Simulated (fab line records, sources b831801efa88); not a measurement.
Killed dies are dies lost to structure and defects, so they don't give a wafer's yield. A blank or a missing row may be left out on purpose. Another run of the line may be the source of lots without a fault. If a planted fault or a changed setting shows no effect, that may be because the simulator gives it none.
What tool caused it? || flow sky130 || 24 lots with 72 wafers sampled at 3 steps, on a route of 708 steps

## WHAT THE GAUGES READ, wafer by wafer
SKY_VIA2_RS_MEAS_22: measurement is done with a four-point probe. Usual: VIA2_W_RS 0.2734 ohm/sq, standard deviation 0.0027.
{"lot": "L074", "measured": "day 37 07:59", "on": "film metro-01", "VIA2_W_RS (ohm/sq)": "0.2706 0.2677 0.2709", "flag": ""}
{"lot": "L075", "measured": "day 37 10:13", "on": "film metro-02", "VIA2_W_RS (ohm/sq)": "0.2735 0.2709 0.2758", "flag": ""}
{"lot": "L077", "measured": "day 37 10:40", "on": "film metro-02", "VIA2_W_RS (ohm/sq)": "0.2723 0.2681 0.2761", "flag": ""}
{"lot": "L076", "measured": "day 37 12:44", "on": "film metro-01", "VIA2_W_RS (ohm/sq)": "0.2743 0.2719 0.2710", "flag": ""}
{"lot": "L078", "measured": "day 39 07:33", "on": "film metro-04", "VIA2_W_RS (ohm/sq)": "0.2744 0.2708 0.2685", "flag": ""}
{"lot": "L079", "measured": "day 39 07:47", "on": "film metro-04", "VIA2_W_RS (ohm/sq)": "0.2758 0.2776 0.2776", "flag": ""}
{"lot": "L080", "measured": "day 39 09:01", "on": "film metro-01", "VIA2_W_RS (ohm/sq)": "0.2749 0.2758 0.2741", "flag": ""}
{"lot": "L081", "measured": "day 39 09:26", "on": "film metro-01", "VIA2_W_RS (ohm/sq)": "0.2765 0.2768 0.2775", "flag": ""}
{"lot": "L082", "measured": "day 39 11:01", "on": "film metro-04", "VIA2_W_RS (ohm/sq)": "0.2677 0.2726 0.2697", "flag": ""}
{"lot": "L084", "measured": "day 39 17:05", "on": "film metro-01", "VIA2_W_RS (ohm/sq)": "0.2689 0.2733 0.2772", "flag": ""}
{"lot": "L083", "measured": "day 39 20:14", "on": "film metro-02", "VIA2_W_RS (ohm/sq)": "0.2726 0.2753 0.2731", "flag": ""}
{"lot": "L085", "measured": "day 39 20:52", "on": "film metro-04", "VIA2_W_RS (ohm/sq)": "0.2755 0.2693 0.2717", "flag": ""}
{"lot": "L086", "measured": "day 39 21:13", "on": "film metro-02", "VIA2_W_RS (ohm/sq)": "0.2735 0.2715 0.2765", "flag": ""}
{"lot": "L087", "measured": "day 40 07:23", "on": "film metro-02", "VIA2_W_RS (ohm/sq)": "0.2716 0.2734 0.2678", "flag": ""}
{"lot": "L088", "measured": "day 40 18:29", "on": "film metro-04", "VIA2_W_RS (ohm/sq)": "0.2740 0.2765 0.2753", "flag": ""}
{"lot": "L089", "measured": "day 40 19:40", "on": "film metro-04", "VIA2_W_RS (ohm/sq)": "0.2724 0.2743 0.2706", "flag": ""}
{"lot": "L090", "measured": "day 41 10:59", "on": "film metro-01", "VIA2_W_RS (ohm/sq)": "0.2727 0.2704 0.2743", "flag": ""}
{"lot": "L091", "measured": "day 41 14:24", "on": "film metro-01", "VIA2_W_RS (ohm/sq)": "0.2768 0.2765 0.2746", "flag": ""}
{"lot": "L092", "measured": "day 41 18:14", "on": "film metro-01", "VIA2_W_RS (ohm/sq)": "0.2731 0.2755 0.2776", "flag": ""}
{"lot": "L093", "measured": "day 42 09:09", "on": "film metro-02", "VIA2_W_RS (ohm/sq)": "0.2708 0.2727 0.2697", "flag": ""}
{"lot": "L094", "measured": "day 42 11:40", "on": "film metro-04", "VIA2_W_RS (ohm/sq)": "0.2737 0.2756 0.2765", "flag": ""}
{"lot": "L095", "measured": "day 42 20:42", "on": "film metro-04", "VIA2_W_RS (ohm/sq)": "0.2735 0.2776 0.2752", "flag": ""}
{"lot": "L096", "measured": "day 42 23:30", "on": "film metro-01", "VIA2_W_RS (ohm/sq)": "0.2667 0.2702 0.2750", "flag": ""}
{"lot": "L097", "measured": "day 43 06:05", "on": "film metro-01", "VIA2_W_RS (ohm/sq)": "0.2771 0.2768 0.2737", "flag": ""}

SKY_VIA3_RS_MEAS_22: measurement is done with a four-point probe. Usual: VIA3_W_RS 0.294 ohm/sq, standard deviation 0.0033.
{"lot": "L074", "measured": "day 40 15:43", "on": "film metro-02", "VIA3_W_RS (ohm/sq)": "0.292 0.294 0.298", "flag": ""}
{"lot": "L075", "measured": "day 40 16:40", "on": "film metro-04", "VIA3_W_RS (ohm/sq)": "0.291 0.294 0.296", "flag": ""}
{"lot": "L077", "measured": "day 40 17:16", "on": "film metro-04", "VIA3_W_RS (ohm/sq)": "0.289 0.289 0.293", "flag": ""}
{"lot": "L076", "measured": "day 40 18:45", "on": "film metro-03", "VIA3_W_RS (ohm/sq)": "0.288 0.294 0.292", "flag": ""}
{"lot": "L078", "measured": "day 42 11:49", "on": "film metro-02", "VIA3_W_RS (ohm/sq)": "0.290 0.293 0.289", "flag": ""}
{"lot": "L079", "measured": "day 42 12:02", "on": "film metro-02", "VIA3_W_RS (ohm/sq)": "0.295 0.299 0.296", "flag": ""}
{"lot": "L080", "measured": "day 42 15:04", "on": "film metro-04", "VIA3_W_RS (ohm/sq)": "0.290 0.293 0.289", "flag": ""}
{"lot": "L081", "measured": "day 42 13:53", "on": "film metro-02", "VIA3_W_RS (ohm/sq)": "0.294 0.293 0.292", "flag": ""}
{"lot": "L082", "measured": "day 42 15:24", "on": "film metro-03", "VIA3_W_RS (ohm/sq)": "0.297 0.301 0.300", "flag": ""}
{"lot": "L084", "measured": "day 42 20:37", "on": "film metro-03", "VIA3_W_RS (ohm/sq)": "0.295 0.295 0.294", "flag": ""}
{"lot": "L083", "measured": "day 42 23:05", "on": "film metro-02", "VIA3_W_RS (ohm/sq)": "0.296 0.300 0.296", "flag": ""}
{"lot": "L085", "measured": "day 43 00:12", "on": "film metro-03", "VIA3_W_RS (ohm/sq)": "0.295 0.293 0.295", "flag": ""}
{"lot": "L086", "measured": "day 43 01:23", "on": "film metro-04", "VIA3_W_RS (ohm/sq)": "0.297 0.288 0.298", "flag": ""}
{"lot": "L087", "measured": "day 43 10:25", "on": "film metro-02", "VIA3_W_RS (ohm/sq)": "0.291 0.295 0.288", "flag": ""}
{"lot": "L088", "measured": "day 43 19:46", "on": "film metro-03", "VIA3_W_RS (ohm/sq)": "0.292 0.296 0.297", "flag": ""}
{"lot": "L089", "measured": "day 43 20:52", "on": "film metro-04", "VIA3_W_RS (ohm/sq)": "0.294 0.293 0.292", "flag": ""}
{"lot": "L090", "measured": "day 44 10:59", "on": "film metro-02", "VIA3_W_RS (ohm/sq)": "0.291 0.299 0.292", "flag": ""}
{"lot": "L091", "measured": "day 44 14:01", "on": "film metro-02", "VIA3_W_RS (ohm/sq)": "0.289 0.295 0.291", "flag": ""}
{"lot": "L092", "measured": "day 44 18:40", "on": "film metro-04", "VIA3_W_RS (ohm/sq)": "0.298 0.296 0.294", "flag": ""}
{"lot": "L093", "measured": "day 45 07:20", "on": "film metro-02", "VIA3_W_RS (ohm/sq)": "0.298 0.293 0.302", "flag": ""}
{"lot": "L094", "measured": "day 45 10:56", "on": "film metro-04", "VIA3_W_RS (ohm/sq)": "0.294 0.291 0.296", "flag": ""}
{"lot": "L095", "measured": "day 45 20:09", "on": "film metro-03", "VIA3_W_RS (ohm/sq)": "0.295 0.292 0.297", "flag": ""}
{"lot": "L096", "measured": "day 45 21:16", "on": "film metro-04", "VIA3_W_RS (ohm/sq)": "0.294 0.298 0.295", "flag": ""}
{"lot": "L097", "measured": "day 46 03:12", "on": "film metro-03", "VIA3_W_RS (ohm/sq)": "0.289 0.291 0.289", "flag": ""}

## WHAT TOOL EACH LOT RAN ON (gives the tool, then ch and the chambers of the sampled wafers, and finally the start)
{"lot": "L074", "SKY_VIA3_STRIP_16": "plasma asher-01 ch 0,1, day 40 14:55"}
{"lot": "L075", "SKY_VIA3_STRIP_16": "plasma asher-01 ch 0,1, day 40 15:53"}
{"lot": "L077", "SKY_VIA3_STRIP_16": "plasma asher-03 ch 0,1, day 40 16:28"}
{"lot": "L076", "SKY_VIA3_STRIP_16": "plasma asher-04 ch 0,1, day 40 17:57"}
{"lot": "L078", "SKY_VIA3_STRIP_16": "plasma asher-03 ch 1, day 42 11:01"}
{"lot": "L079", "SKY_VIA3_STRIP_16": "plasma asher-04 ch 0,1, day 42 11:05"}
{"lot": "L080", "SKY_VIA3_STRIP_16": "plasma asher-04 ch 0,1, day 42 14:17"}
{"lot": "L081", "SKY_VIA3_STRIP_16": "plasma asher-01 ch 0,1, day 42 13:07"}
{"lot": "L082", "SKY_VIA3_STRIP_16": "plasma asher-01 ch 0,1, day 42 14:38"}
{"lot": "L084", "SKY_VIA3_STRIP_16": "plasma asher-04 ch 0,1, day 42 19:49"}
{"lot": "L083", "SKY_VIA3_STRIP_16": "plasma asher-04 ch 0,1, day 42 22:16"}
{"lot": "L085", "SKY_VIA3_STRIP_16": "plasma asher-01 ch 0,1, day 42 23:25"}
{"lot": "L086", "SKY_VIA3_STRIP_16": "plasma asher-03 ch 0,1, day 43 00:36"}
{"lot": "L087", "SKY_VIA3_STRIP_16": "plasma asher-01 ch 0,1, day 43 09:37"}
{"lot": "L088", "SKY_VIA3_STRIP_16": "plasma asher-01 ch 0,1, day 43 18:58"}
{"lot": "L089", "SKY_VIA3_STRIP_16": "plasma asher-01 ch 0,1, day 43 20:05"}
{"lot": "L090", "SKY_VIA3_STRIP_16": "plasma asher-04 ch 0,1, day 44 10:13"}
{"lot": "L091", "SKY_VIA3_STRIP_16": "plasma asher-03 ch 0,1, day 44 13:14"}
{"lot": "L092", "SKY_VIA3_STRIP_16": "plasma asher-01 ch 0,1, day 44 17:45"}
{"lot": "L093", "SKY_VIA3_STRIP_16": "plasma asher-01 ch 0,1, day 45 06:34"}
{"lot": "L094", "SKY_VIA3_STRIP_16": "plasma asher-01 ch 0,1, day 45 10:06"}
{"lot": "L095", "SKY_VIA3_STRIP_16": "plasma asher-01 ch 0,1, day 45 19:22"}
{"lot": "L096", "SKY_VIA3_STRIP_16": "plasma asher-04 ch 0,1, day 45 20:29"}
{"lot": "L097", "SKY_VIA3_STRIP_16": "plasma asher-03 ch 0,1, day 46 02:20"}
- SKY_VIA3_STRIP_16: strips in O2/N2.

## WHAT THE TOOLS THEMSELVES READ (means of the sampled wafers that have a number; where no wafer has one, the mark that the record gives instead)
SKY_VIA3_STRIP_16. Usual: drypump motor current A 5.9 A, standard deviation 0.31; oes product au 0.402 a.u., standard deviation 0.0048; strip time to endpoint s 4.14 s, standard deviation 0.032.
{"lot": "L074", "tool": "plasma asher-01", "drypump motor current A (A)": 6.1, "oes product au (a.u.)": 0.403, "strip time to endpoint s (s)": 4.14, "flag": ""}
{"lot": "L075", "tool": "plasma asher-01", "drypump motor current A (A)": 6.2, "oes product au (a.u.)": 0.397, "strip time to endpoint s (s)": 4.13, "flag": ""}
{"lot": "L077", "tool": "plasma asher-03", "drypump motor current A (A)": 5.6, "oes product au (a.u.)": 0.401, "strip time to endpoint s (s)": 4.13, "flag": ""}
{"lot": "L076", "tool": "plasma asher-04", "drypump motor current A (A)": 5.8, "oes product au (a.u.)": 0.397, "strip time to endpoint s (s)": 4.10, "flag": ""}
{"lot": "L078", "tool": "plasma asher-03", "drypump motor current A (A)": 5.4, "oes product au (a.u.)": 0.398, "strip time to endpoint s (s)": 4.13, "flag": ""}
{"lot": "L079", "tool": "plasma asher-04", "drypump motor current A (A)": 5.8, "oes product au (a.u.)": 0.406, "strip time to endpoint s (s)": 4.15, "flag": ""}
{"lot": "L080", "tool": "plasma asher-04", "drypump motor current A (A)": 6.0, "oes product au (a.u.)": 0.408, "strip time to endpoint s (s)": 4.15, "flag": ""}
{"lot": "L081", "tool": "plasma asher-01", "drypump motor current A (A)": 6.1, "oes product au (a.u.)": 0.407, "strip time to endpoint s (s)": 4.15, "flag": ""}
{"lot": "L082", "tool": "plasma asher-01", "drypump motor current A (A)": 6.1, "oes product au (a.u.)": 0.396, "strip time to endpoint s (s)": 4.17, "flag": ""}
{"lot": "L084", "tool": "plasma asher-04", "drypump motor current A (A)": 5.8, "oes product au (a.u.)": 0.402, "strip time to endpoint s (s)": 4.15, "flag": ""}
{"lot": "L083", "tool": "plasma asher-04", "drypump motor current A (A)": 6.0, "oes product au (a.u.)": 0.401, "strip time to endpoint s (s)": 4.14, "flag": ""}
{"lot": "L085", "tool": "plasma asher-01", "drypump motor current A (A)": 6.2, "oes product au (a.u.)": 0.402, "strip time to endpoint s (s)": 4.16, "flag": ""}
{"lot": "L086", "tool": "plasma asher-03", "drypump motor current A (A)": 5.6, "oes product au (a.u.)": 0.404, "strip time to endpoint s (s)": 4.15, "flag": ""}
{"lot": "L087", "tool": "plasma asher-01", "drypump motor current A (A)": 6.2, "oes product au (a.u.)": 0.402, "strip time to endpoint s (s)": 4.16, "flag": ""}
{"lot": "L088", "tool": "plasma asher-01", "drypump motor current A (A)": 6.1, "oes product au (a.u.)": 0.402, "strip time to endpoint s (s)": 4.14, "flag": ""}
{"lot": "L089", "tool": "plasma asher-01", "drypump motor current A (A)": 6.1, "oes product au (a.u.)": 0.402, "strip time to endpoint s (s)": 4.15, "flag": ""}
{"lot": "L090", "tool": "plasma asher-04", "drypump motor current A (A)": 6.0, "oes product au (a.u.)": 0.401, "strip time to endpoint s (s)": 4.15, "flag": ""}
{"lot": "L091", "tool": "plasma asher-03", "drypump motor current A (A)": 5.5, "oes product au (a.u.)": 0.403, "strip time to endpoint s (s)": 4.15, "flag": ""}
{"lot": "L092", "tool": "plasma asher-01", "drypump motor current A (A)": 6.1, "oes product au (a.u.)": 0.405, "strip time to endpoint s (s)": 4.15, "flag": ""}
{"lot": "L093", "tool": "plasma asher-01", "drypump motor current A (A)": 6.2, "oes product au (a.u.)": 0.400, "strip time to endpoint s (s)": 4.12, "flag": ""}
{"lot": "L094", "tool": "plasma asher-01", "drypump motor current A (A)": 6.2, "oes product au (a.u.)": 0.404, "strip time to endpoint s (s)": 4.10, "flag": ""}
{"lot": "L095", "tool": "plasma asher-01", "drypump motor current A (A)": 6.0, "oes product au (a.u.)": 0.402, "strip time to endpoint s (s)": 4.16, "flag": ""}
{"lot": "L096", "tool": "plasma asher-04", "drypump motor current A (A)": 5.8, "oes product au (a.u.)": 0.403, "strip time to endpoint s (s)": 4.13, "flag": ""}
{"lot": "L097", "tool": "plasma asher-03", "drypump motor current A (A)": 5.6, "oes product au (a.u.)": 0.399, "strip time to endpoint s (s)": 4.13, "flag": ""}

## THE ANSWER, worked out from the rows above alone
Rule: a lot counts as off when the mean over its wafers that have a number is more than 3 standard deviations away from the usual mean. Also off: a lot with no number at a reading for which 4 or more lots have one. The other lots that the step has rows for count as sound. First the gauges in route order, then the tools' own readings, where a lot's mean is used as printed above. At the first step where some lot is off, the reading lying furthest off is the one used; lots without a number count as furthest.
Across all readings shown, no lot is off: no conclusion can be drawn from this.

## WHAT THE SIMULATOR HAD PUT IN
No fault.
